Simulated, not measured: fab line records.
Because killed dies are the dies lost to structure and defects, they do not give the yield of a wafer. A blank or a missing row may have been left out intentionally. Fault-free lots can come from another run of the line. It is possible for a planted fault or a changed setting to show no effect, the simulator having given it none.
fab line records	flow gf180mcu
record: lots: 7	wafers: 21	lastDay: 34
route steps=602 shown HV_LDD@212
lots untouched by any fault: they come from a run of this same line in which no faults occurred
startH: the number of hours between the record's first day and the start of the first shown wafer of the lot	waitH: hours since the lot's step before	" repeats the value in the row above	L1.1+2: a row that stands for several wafers	- no value, or no start given	* or withheld: withheld	< > ~ a bound
route shown NAME@n: NAME is a module with steps in the file, n the number in the route of the first one	usual: mean/standard deviation of fault-free wafers	same: alike in all rows	chamber/n: place in a boat	sites: readings site by site	_std_site: standard deviation across them	_edge_site: inner sites' mean taken away from outer sites' mean	radiusMm: how far each site lies from the wafer's centre	mask NAME#n: copy n	behind: the last tool/chamber to shape the wafer	hold: why the lot was held/for how many hours/how that ended	device: which transistor (n, p or np) failed to switch	end of line: the tests these same wafers got at the end of their route	a step with no rows: only its recipe	killed: dies lost to structure and defects at the first sort, not the wafer's yield	map: dies across one wafer; x = killed, . = not, _ = none there
set.NAME: the run value of the setting; set.NAME@STEP: its run value at that earlier step	model.NAME: the simulator's own value behind a step, which no gauge read
lots at some steps of the route; a table a step, a row a wafer
services: from which hour (startH, from the record's first day; less than 0 if before it) a tool's chamber was out of use, for how many hours, and why
== steps ==
step: GF_HV_LDD_IMPLANT_36
recipe: species: P	energyKev: 60	doseCm2: 7.5e+12	tiltDeg: 30	rotationDeg: 270
step: GF_HV_LDD_STRIP_37
recipe: chemistry: O2/N2	powerW: 1400	pressureMtorr: 1500	platenTempC: 250	o2FlowSccm: 3000	n2FlowSccm: 300	overashFraction: 0.5
usual: drypumpMotorCurrentA: 5.8/0.51	heaterPowerW: 314/22	n2FlowSccm: 300.0/0.99	oesProductAu: 0.716/0.0046	platenTempC: 250.00/0.16	stripTimeToEndpointS: 12.623/0.029
lot.wafer	tool	chamber	startH	waitH	drypumpMotorCurrentA	heaterPowerW	n2FlowSccm	oesProductAu	platenTempC	rfHoursCounterH	stripTimeToEndpointS
L440.3	plasmaAsher-03	0	264.19	0.1	5.1	302	300.4	0.710	249.56	-	12.622
L440.5	"	1	"	"	6.3	331	300.0	0.717	250.04	-	12.614
L440.6	"	0	"	"	5.1	303	300.6	0.717	249.83	-	12.643
L442.3	plasmaAsher-03	0	281.73	0.1	5.1	308	299.6	0.713	250.28	-	12.623
L442.4	"	1	"	"	6.3	318	299.7	0.714	250.13	-	12.629
L442.5	"	0	"	"	5.1	297	300.7	0.709	249.87	-	12.601
L451.1	plasmaAsher-03	0	344.48	0.1	5.1	300	300.3	0.706	250.27	71	12.623
L451.3	"	1	"	"	6.3	326	299.7	0.716	250.08	-	12.619
L451.4	"	0	"	"	5.2	298	301.3	0.709	249.61	-	12.621
L452.1	plasmaAsher-04	0	355.44	0.1	5.7	327	300.4	0.714	250.13	74	12.590
L452.4	"	0	"	"	5.7	338	300.6	0.723	249.93	-	12.584
L452.6	"	1	"	"	5.5	335	298.3	0.712	250.05	-	12.554
L453.2	plasmaAsher-02	0	363.68	0.1	6.4	315	298.1	0.720	250.23	56	12.625
L453.3	"	1	"	"	6.2	275	300.9	0.716	249.73	-	12.608
L453.5	"	1	"	"	6.2	272	301.4	0.726	249.70	-	12.616
L459.1	plasmaAsher-03	0	412.39	0.1	5.1	306	301.3	0.717	249.95	78	12.626
L459.2	"	1	"	"	6.3	322	300.0	0.718	250.08	78	12.588
L459.6	"	1	"	"	6.3	330	299.2	0.710	249.98	-	12.627
L461.3	plasmaAsher-02	1	433.66	0.1	6.1	271	302.2	0.718	249.83	-	12.606
L461.4	"	0	"	"	6.4	314	298.0	0.712	249.73	-	12.660
L461.5	"	1	"	"	6.2	282	302.2	0.712	249.67	-	12.613
step: GF_HV_LDD_TW_MEAS_38
usual: HV_LDD_3_TW: 1444/6.3
lot.wafer	tool	chamber	startH	waitH	HV_LDD_3_TW
L440.3	filmMetro-04	-	264.28	0.1	1442
L440.5	"	-	"	"	1446
L440.6	"	-	"	"	1447
L442.3	filmMetro-04	-	281.81	0.1	1450
L442.4	"	-	"	"	1448
L442.5	"	-	"	"	1449
L451.1	filmMetro-03	-	344.58	0.1	1447
L451.3	"	-	"	"	1442
L451.4	"	-	"	"	1458
L452.1	filmMetro-01	-	355.54	0.1	1444
L452.4	"	-	"	"	1444
L452.6	"	-	"	"	1441
L453.2	filmMetro-04	-	363.79	0.1	1459
L453.3	"	-	"	"	1444
L453.5	"	-	"	"	1450
L459.1	filmMetro-03	-	412.49	0.1	1449
L459.2	"	-	"	"	1442
L459.6	"	-	"	"	1447
L461.3	filmMetro-01	-	433.75	0.1	1442
L461.4	"	-	"	"	1439
L461.5	"	-	"	"	1436
step: GF_HV_LDD_DEHYDRATE_39
recipe: tempC: 200	timeS: 60
step: GF_HV_LDD_HMDS_40
recipe: primeTimeS: 60	primeTempC: 120
step: GF_HV_LDD_COAT_41
recipe: resist: NOVOLAK	spinRpm: 3000	resistThkNm: 1000
step: GF_HV_LDD_SOFTBAKE_42
recipe: tempC: 90	timeS: 60	resist: NOVOLAK
step: GF_HV_LDD_EXPOSE_43
recipe: maskId: Pplus_HV_AREA	targetCdNm: 400	na: 0.6	sourceShape: conventional	sigmaOuter: 0.6	doseMj: 140
step: GF_HV_LDD_PEB_44
recipe: tempC: withheld	timeS: *	resist: NOVOLAK
step: GF_HV_LDD_DEVELOP_45
recipe: developTimeS: 60	devTempC: 23
step: GF_HV_LDD_CD_MEAS_46
recipe: targetCdNm: 400
usual: cdNm: 399.9/2.6
lot.wafer	tool	chamber	startH	waitH	cdNm
L440.3	cdSem-02	-	283.27	0.1	401.4
L440.5	"	-	"	"	398.2
L440.6	"	-	"	"	400.1
L442.3	cdSem-01	-	301.59	0.1	398.2
L442.4	"	-	"	"	397.9
L442.5	"	-	"	"	398.4
L451.1	cdSem-02	-	365.93	0.1	399.8
L451.3	"	-	"	"	402.0
L451.4	"	-	"	"	401.6
L452.1	cdSem-02	-	378.33	0.1	401.1
L452.4	"	-	"	"	399.6
L452.6	"	-	"	"	401.6
L453.2	cdSem-02	-	385.82	0.1	404.8
L453.3	"	-	"	"	402.5
L453.5	"	-	"	"	401.4
L459.1	cdSem-02	-	436.28	0.1	400.4
L459.2	"	-	"	"	400.4
L459.6	"	-	"	"	399.6
L461.3	cdSem-01	-	457.76	0.1	399.0
L461.4	"	-	"	"	398.6
L461.5	"	-	"	"	399.4
step: GF_HV_LDD_OVL_MEAS_47
usual: HV_LDD_03_OVL: 0.1/1.5
lot.wafer	tool	chamber	startH	waitH	HV_LDD_03_OVL[nm]
L440.3	overlay-02	-	283.36	0.1	-1.7
L440.5	"	-	"	"	-1.0
L440.6	"	-	"	"	-2.2
L442.3	overlay-02	-	301.69	0.1	1.3
L442.4	"	-	"	"	-1.7
L442.5	"	-	"	"	-0.8
L451.1	overlay-01	-	366.05	0.1	0.1
L451.3	"	-	"	"	-0.9
L451.4	"	-	"	"	1.2
L452.1	overlay-02	-	378.45	0.1	-0.2
L452.4	"	-	"	"	-0.2
L452.6	"	-	"	"	1.7
L453.2	overlay-02	-	385.93	0.1	2.1
L453.3	"	-	"	"	-1.0
L453.5	"	-	"	"	1.2
L459.1	overlay-01	-	436.40	0.1	1.4
L459.2	"	-	"	"	-1.9
L459.6	"	-	"	"	-1.6
L461.3	overlay-01	-	457.86	0.1	1.5
L461.4	"	-	"	"	1.4
L461.5	"	-	"	"	0.9
step: GF_HV_LDD_IMPLANT_48
recipe: species: B	energyKev: 25	doseCm2: 3e+13	tiltDeg: 7
usual: beamEnergyKeV: 25.001/0.0077	beamOnS: 10.02/0.19
lot.wafer	tool	chamber	startH	waitH	beamEnergyKeV	beamOnS
L440.3	implanter-02	0	283.43	0.1	24.999	10.10
L440.5	"	0	"	"	24.997	9.87
L440.6	"	0	"	"	25.002	10.06
L442.3	implanter-01	0	301.76	0.1	24.989	10.26
L442.4	"	0	"	"	24.996	9.76
L442.5	"	0	"	"	24.988	9.59
L451.1	implanter-01	-	366.08	0.0	-	-
L451.3	"	-	"	"	-	-
L451.4	"	-	"	"	-	-
L452.1	implanter-04	-	378.48	0.0	-	-
L452.4	"	-	"	"	-	-
L452.6	"	-	"	"	-	-
L453.2	implanter-04	-	385.98	0.0	-	-
L453.3	"	-	"	"	-	-
L453.5	"	-	"	"	-	-
L459.1	implanter-02	0	436.43	0.0	25.005	9.88
L459.2	"	0	"	"	25.005	10.26
L459.6	"	0	"	"	25.009	10.12
L461.3	implanter-02	0	457.93	0.1	24.997	9.86
L461.4	"	0	"	"	25.007	10.29
L461.5	"	0	"	"	25.015	10.21
step: GF_HV_LDD_STRIP_49
recipe: chemistry: O2/N2	powerW: 1400	pressureMtorr: 1500	platenTempC: 250	o2FlowSccm: 3000	n2FlowSccm: 300	overashFraction: 0.5
usual: drypumpMotorCurrentA: 5.9/0.44	heaterPowerW: 318/26	n2FlowSccm: 300.0/0.84	oesProductAu: 0.716/0.0041	platenTempC: 249.99/0.17	stripTimeToEndpointS: 12.63/0.032
lot.wafer	tool	chamber	startH	waitH	drypumpMotorCurrentA	heaterPowerW	n2FlowSccm	oesProductAu	platenTempC	rfHoursCounterH	stripTimeToEndpointS
L440.3	plasmaAsher-04	0	283.57	0.1	5.7	332	301.2	0.713	250.28	-	12.60
L440.5	"	0	"	"	5.7	329	300.5	0.720	250.00	-	12.60
L440.6	"	1	"	"	5.4	354	299.7	0.724	249.99	-	12.66
L442.3	plasmaAsher-04	0	301.89	0.1	5.7	326	301.1	0.713	249.51	-	12.62
L442.4	"	1	"	"	5.5	348	300.2	0.717	249.95	-	12.66
L442.5	"	1	"	"	5.5	348	299.6	0.710	250.00	-	12.67
L451.1	plasmaAsher-02	1	366.23	0.1	6.2	273	300.6	0.723	250.06	56	12.63
L451.3	"	0	"	"	6.4	308	299.1	0.717	249.85	-	12.65
L451.4	"	1	"	"	6.2	273	301.9	0.713	249.82	-	12.60
L452.1	plasmaAsher-02	1	378.63	0.1	6.2	275	298.9	0.715	250.09	57	12.58
L452.4	"	0	"	"	6.5	309	299.4	0.713	249.92	-	12.59
L452.6	"	0	"	"	6.4	319	299.1	0.706	250.20	-	12.58
L453.2	plasmaAsher-04	1	386.11	0.1	5.5	350	301.3	0.712	250.09	77	12.59
L453.3	"	0	"	"	5.7	329	300.3	0.719	250.24	-	12.58
L453.5	"	1	"	"	5.5	351	300.8	0.720	250.06	-	12.59
L459.1	plasmaAsher-02	0	436.58	0.1	6.4	313	301.1	0.715	249.99	63	12.63
L459.2	"	1	"	"	6.2	272	300.0	0.721	250.12	63	12.59
L459.6	"	0	"	"	6.4	318	300.1	0.709	250.33	-	12.62
L461.3	plasmaAsher-04	0	458.06	0.1	5.7	332	301.6	0.720	250.11	-	12.66
L461.4	"	1	"	"	5.5	357	301.2	0.722	249.93	-	12.64
L461.5	"	1	"	"	5.5	354	299.7	0.722	249.91	-	12.65
step: GF_HV_LDD_TW_MEAS_50
usual: HV_LDD_4_TW: 572/3.1
lot.wafer	tool	chamber	startH	waitH	HV_LDD_4_TW
L440.3	filmMetro-03	-	283.65	0.1	570
L440.5	"	-	"	"	572
L440.6	"	-	"	"	576
L442.3	filmMetro-04	-	301.98	0.1	578
L442.4	"	-	"	"	575
L442.5	"	-	"	"	575
L451.1	filmMetro-01	-	366.33	0.1	30
L451.3	"	-	"	"	30
L451.4	"	-	"	"	30
L452.1	filmMetro-03	-	378.73	0.1	30
L452.4	"	-	"	"	30
L452.6	"	-	"	"	30
L453.2	filmMetro-01	-	386.22	0.1	30
L453.3	"	-	"	"	30
L453.5	"	-	"	"	30
L459.1	filmMetro-03	-	436.68	0.1	570
L459.2	"	-	"	"	569
L459.6	"	-	"	"	565
L461.3	filmMetro-03	-	458.15	0.1	568
L461.4	"	-	"	"	568
L461.5	"	-	"	"	566
step: GF_HV_LDD_CLEAN_51
recipe: chemistry: SC1/SC2	mix: 1:4:20	tempC: 70	timeS: 150	dry: n2Spin
== services ==
tool	chamber	startH	hours	kind
implanter-02	-	255.26	4.7	pm
plasmaAsher-04	-	274.57	1.7	repair
plasmaAsher-04	-	285.25	8.7	repair
implanter-04	-	293.70	1.3	repair
plasmaAsher-03	-	303.28	0.4	repair
implanter-01	-	317.93	3.3	repair
plasmaAsher-03	-	366.02	1.3	pm
implanter-01	-	366.28	4.5	pm
implanter-02	-	377.49	3.0	repair
implanter-04	-	399.29	3.5	pm
implanter-04	-	419.84	2.1	repair
plasmaAsher-03	-	421.25	9.0	pm
plasmaAsher-03	0	421.25	9.0	ventCycle
plasmaAsher-03	1	421.25	9.0	ventCycle
plasmaAsher-03	0	430.25	-	clean
plasmaAsher-03	1	430.25	-	clean
implanter-01	-	432.70	1.5	repair
== key ==
firstSign: step: GF_HV_LDD_IMPLANT_48	reading: toolRecord	direction: missing
effect: step: GF_HV_LDD_TW_MEAS_50	reading: HV_LDD_4_TW	direction: down	sigmas: 99+	usual: 572	struck: 30
metAt GF_HV_LDD_IMPLANT_48
struckWafers L451.1,L451.3,L451.4,L452.1,L452.4,L452.6,L453.2,L453.3,L453.5
laterRowsLeftOut L451.1,L451.3,L451.4,L452.1,L452.4,L452.6,L453.2,L453.3,L453.5
sortLeftOut L451.1,L451.3,L451.4,L452.1,L452.4,L452.6,L453.2,L453.3,L453.5
testerLeftOut L451,L452,L453
onsetBetween 301.76 366.08
fault: kind: skippedStepWhole	tool: implanter-01,implanter-04	chamber: -	onsetH: 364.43	steps: GF_HV_LDD_IMPLANT_48	scope: struckLotsOnly
testerLeftOut: of these lots the tester's yield and bins aren't shown, on N5 and GAA mostly nor the transistor test; their killed dies are dies lost to structure and defects alone, not to doping, threshold or leakage, so they don't give the yield
sortLeftOut: the simulated sort isn't trusted on such a fault, so these wafers' sort isn't shown, and their yield isn't known
laterRowsLeftOut: the simulator's readings of these wafers behind a module that went badly wrong aren't trusted and aren't shown, but for the sort
